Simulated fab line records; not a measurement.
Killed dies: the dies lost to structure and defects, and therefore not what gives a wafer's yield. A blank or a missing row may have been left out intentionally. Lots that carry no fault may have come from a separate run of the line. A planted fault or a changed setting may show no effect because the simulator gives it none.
A lot that was struck, set against a sound lot	flow sfq line	25 steps out of a route of 325
Sound: these wafers, L337.1, L337.3, L337.4. Struck: wafer L349.4 (left out: L349.2, L349.5 of the same lot, which were not struck); the cause appears at the end.
At each step with rows: each side's tool, then ch and its chambers, then its first start. Under that, the readings that differ: sound wafers	struck wafers	difference of the means	sigmas: that difference in standard deviations of wafers without a fault.
alike: a reading whose means differ by less than 2 such deviations, as well as words and numbers matching on both sides. not compared: withheld readings; readings where some wafer has no value; bounds like >300 that might hide an equal value; numbers whose values overlap and for which the record gives no deviation.
Wherever a step has rows on one side only, a row that says differs or no value, or a row with sigmas, the two part there. Non-overlapping numbers with no deviation appear without sigmas and do not part them. A reading missing from all wafers of one side parts the sides only when that side holds two or more wafers.

first, 6 steps without rows for these wafers: SFQ_TRILAYER_M7_LITHO_COAT_182 (resist thk 62 nm); SFQ_TRILAYER_M7_LITHO_COAT_177 (resist thk 600 nm); SFQ_TRILAYER_M7_LITHO_SOFTBAKE_181; SFQ_TRILAYER_M7_LITHO_EXPOSE_178 (exposes mask M7, target cd 500 nm); SFQ_TRILAYER_M7_LITHO_PEB_180 (peb time 60 s); SFQ_TRILAYER_M7_LITHO_DEVELOP_179 (time 60 s).
SFQ_M7_OVL_MEAS_945:
  struck on overlay-02, day 74 06:32; sound on overlay-02, day 69 02:33
reading	sound	struck	difference	sigmas
M7_OVL (nm)	-3 -7 0	11	+14	+3
then, 1 step without rows for these wafers: SFQ_TRILAYER_M7_BARC_OPEN_METAL_ETCH_229 (etches BARC in O2, target depth 125 nm, time 41.7 s).
SFQ_TRILAYER_M7_ETCH_METAL_ETCH_180: etches Nb in Cl2/Ar, stops on SiO2, target depth 240 nm, time 120 s.
  sound on rie metal-04 ch 0,1, day 69 02:38; struck on rie metal-02 ch 1, day 74 06:38
  alike: drypump motor current A, oes product au, rf fwd power W
  not compared: rf hours counter h
SFQ_TRILAYER_M7_STRIP_STRIP_181: strips in O2.
  sound on rie metal-04 ch 0,1, day 69 02:46; struck on rie metal-02 ch 1, day 74 06:46
reading	sound	struck	difference	sigmas
oes product au (a.u.)	1.012 1.010 1.025	0.989	-0.027	-3
  alike: drypump motor current A
  not compared: rf hours counter h
then, 1 step without rows for these wafers: SFQ_TRILAYER_M7_STRIP_SOLV_CLEAN_182 (cleans in NMP, time 600 s).
SFQ_TRILAYER_I7_DEP_PECVD_183: deposits SiO2 from SiH4/N2O, time 111.11 s, target thk 500 nm.
  sound on pecvd-01 ch 0,1,2, day 69 03:32; struck on pecvd-03 ch 2, day 74 07:32
  alike: heater power w, rf fwd power W, throttle valve pct
SFQ_TRILAYER_I7_CMP_CMP_184: polishes SiO2.
  sound on cmp-02 ch 1,2,3, day 69 08:54; struck on cmp-02 ch 2, day 74 09:55
reading	sound	struck	difference	sigmas
motor current A (A)	10.3 11.2 11.0	12.1	+1.3	+2
model.SiO2_of_TRILAYER_I7_DEP_PECVD_183.thk nm (nm)	200.8 200.1 199.8	220.5	+20.3	
  alike: time to endpoint s
SFQ_I7_BOW_MEAS_946:
  struck on film metro-02, day 74 12:26; sound on film metro-01, day 69 11:54
  alike: I7_BOW
SFQ_TRILAYER_I7_METRO_MEASURE_185:
  struck on film metro-02, day 74 12:44; sound on film metro-01, day 69 12:01
reading	sound	struck	difference	sigmas
thk nm (nm)	200.9 199.9 199.9	220.4	+20.2	+23
then, 6 steps without rows for these wafers: SFQ_TRILAYER_I7_VIA_LITHO_COAT_192 (resist thk 62 nm); SFQ_TRILAYER_I7_VIA_LITHO_COAT_187 (resist thk 650 nm); SFQ_TRILAYER_I7_VIA_LITHO_SOFTBAKE_191; SFQ_TRILAYER_I7_VIA_LITHO_EXPOSE_188 (exposes mask I7, target cd 1000 nm); SFQ_TRILAYER_I7_VIA_LITHO_PEB_190 (peb time 60 s); SFQ_TRILAYER_I7_VIA_LITHO_DEVELOP_189 (time 60 s).
-- the record jumps here: 2 days lie between the struck wafers' starts before and after --
SFQ_I7_OVL_MEAS_947:
  struck on overlay-02, day 76 19:58; sound on overlay-02, day 70 14:33
reading	sound	struck	difference	sigmas
I7_OVL (nm)	3 3 0	16	+14	+2
SFQ_TRILAYER_I7_VIA_BARC_OPEN_VIA_ETCH_260: etches BARC in O2, target depth 125 nm, time 41.7 s.
  sound on rie diel-04 ch 0,1,2, day 70 14:35; struck on rie diel-03 ch 3, day 76 20:00
  alike: drypump motor current A, oes product au, rf fwd power W
  not compared: rf hours counter h
SFQ_TRILAYER_I7_VIA_ETCH_VIA_ETCH_190: etches SiO2 in CHF3, stops on Nb, target depth 260 nm.
  sound on rie diel-04 ch 0,1,2, day 70 14:37; struck on rie diel-03 ch 3, day 76 20:02
reading	sound	struck	difference	sigmas
oes product au (a.u.)	0.855 0.852 0.849	0.903	+0.051	+10
model.etch.depth nm (nm)	200.8 200.1 199.8	220.5	+20.3	
model.I7.feature depth nm (nm)	200.8 200.1 199.8	220.5	+20.3	
  alike: drypump motor current A, rf fwd power W
SFQ_TRILAYER_I7_VIA_STRIP_STRIP_191: strips in O2.
  sound on rie metal-01 ch 0,1, day 70 14:44; struck on rie metal-03 ch 0, day 76 20:09
  alike: drypump motor current A, oes product au
  not compared: rf hours counter h

## WHERE THEY PART
First at SFQ_M7_OVL_MEAS_945; last, within this record, at SFQ_TRILAYER_I7_VIA_ETCH_VIA_ETCH_190. Later steps at which nothing parts them and some readings are alike: SFQ_TRILAYER_I7_VIA_STRIP_STRIP_191.

WHY: what the simulator had put in
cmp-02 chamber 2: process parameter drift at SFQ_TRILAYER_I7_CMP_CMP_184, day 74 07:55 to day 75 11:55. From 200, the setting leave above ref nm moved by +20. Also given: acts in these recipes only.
